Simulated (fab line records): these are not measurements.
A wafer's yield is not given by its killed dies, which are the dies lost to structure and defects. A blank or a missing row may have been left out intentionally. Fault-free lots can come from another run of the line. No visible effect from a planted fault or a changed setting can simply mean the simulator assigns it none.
A struck lot beside a sound one | flow gf180mcu | 19 out of 602 route steps
Sound: these wafers, L277.1, L277.4, L277.6. Wafers struck: L287.3, L287.5, L287.6. Last of all comes the cause.
At each step with rows: each side's tool, then ch and its chambers, then its first start. Under that, the readings that differ: sound wafers | struck wafers | difference of the means | sigmas: that difference in standard deviations of wafers without a fault.
alike: a reading whose means differ by less than 2 such deviations, as well as words and numbers matching on both sides. not compared: withheld readings; readings where some wafer has no value; bounds like >300 that might hide an equal value; numbers whose values overlap and for which the record gives no deviation.
A row with sigmas, a row that says differs or no value, or rows on one side alone: a step with any of these is where the two part. When numbers do not overlap yet have no deviation, they are printed without sigmas and do not part them. A reading that every wafer of one side lacks parts them only if that side has two wafers or more.

first, 1 step without rows for these wafers: GF_V1_CVD_00 (deposits SiO2, target thk 600 nm, time 100 s).
GF_V1_THK_MEAS_01:
  struck on filmMetro-02, day 20 23:44; sound on filmMetro-02, day 17 02:00
  alike: V1_CVD_00_THK
GF_V1_CVD_02: deposits SiO2 from TEOS, target thk 850 nm, time 94.851 s.
  sound on pecvd-02 ch 1,2, day 17 02:04; struck on pecvd-02 ch 0,1, day 20 23:46
  alike: heaterPowerW
GF_V1_THK_MEAS_03:
  struck on filmMetro-04, day 20 23:52; sound on filmMetro-03, day 17 02:08
  alike: V1_CVD_02_THK
GF_V1_CMP_04: polishes SiO2.
  sound on cmp-01 ch 0,1,2, day 17 02:14; struck on cmp-01 ch 0,1, day 20 23:54
  alike: motorCurrentA, timeToEndpointS
GF_V1_BOW_MEAS_05:
  struck on filmMetro-02, day 21 00:14; sound on filmMetro-02, day 17 02:29
  alike: V1_BOW
then, 6 steps without rows for these wafers: GF_V1_DEHYDRATE_06 (time 60 s); GF_V1_HMDS_07 (prime time 60 s); GF_V1_COAT_08; GF_V1_COAT_09 (resist thk 1018 nm); GF_V1_SOFTBAKE_10 (time 60 s); GF_V1_EXPOSE_11 (exposes mask Via1, target cd 260 nm).
GF_V1_PEB_12: peb time 90 s.
  sound on lithoTrack-04 ch 0, day 18 02:02; struck on lithoTrack-01 ch 0, day 21 23:23
then, 1 step without rows for these wafers: GF_V1_DEVELOP_13 (develop time 60 s).
GF_V1_CD_MEAS_14 targets a cd of 260 nm.
  struck on cdSem-01, day 21 23:42; sound on cdSem-02, day 18 02:23
  alike: cdNm
GF_V1_OVL_MEAS_15:
  struck on overlay-01, day 21 23:47; sound on overlay-01, day 18 02:30
  alike: V1_OVL
GF_V1_ETCH_16: etches BARC in N2/H2.
  sound on rieDiel-02 ch 1,2,3, day 18 02:32; struck on rieDiel-01 ch 0,1, day 21 23:49
  alike: drypumpMotorCurrentA, h2FlowSccm, oesProductAu, throttleValvePct
  not compared: model.V1.cdNm
GF_V1_ETCH_17: etches SiO2 in C4F8/O2/Ar, stops on TiN, target depth 630 nm.
  sound: rieDiel-02 ch 1,2,3; struck: rieDiel-01 ch 0,1
  alike: oesProductAu
  not compared: model.V1.cdNm
GF_V1_STRIP_18: strips in O2/N2.
  sound on plasmaAsher-04 ch 0,1, day 18 02:40; struck on plasmaAsher-03 ch 0,1, day 21 23:59
  alike: drypumpMotorCurrentA, heaterPowerW, oesProductAu
  not compared: rfHoursCounterH

WHERE THEY PART
Nowhere in this record.

WHY: the cause the simulator had injected
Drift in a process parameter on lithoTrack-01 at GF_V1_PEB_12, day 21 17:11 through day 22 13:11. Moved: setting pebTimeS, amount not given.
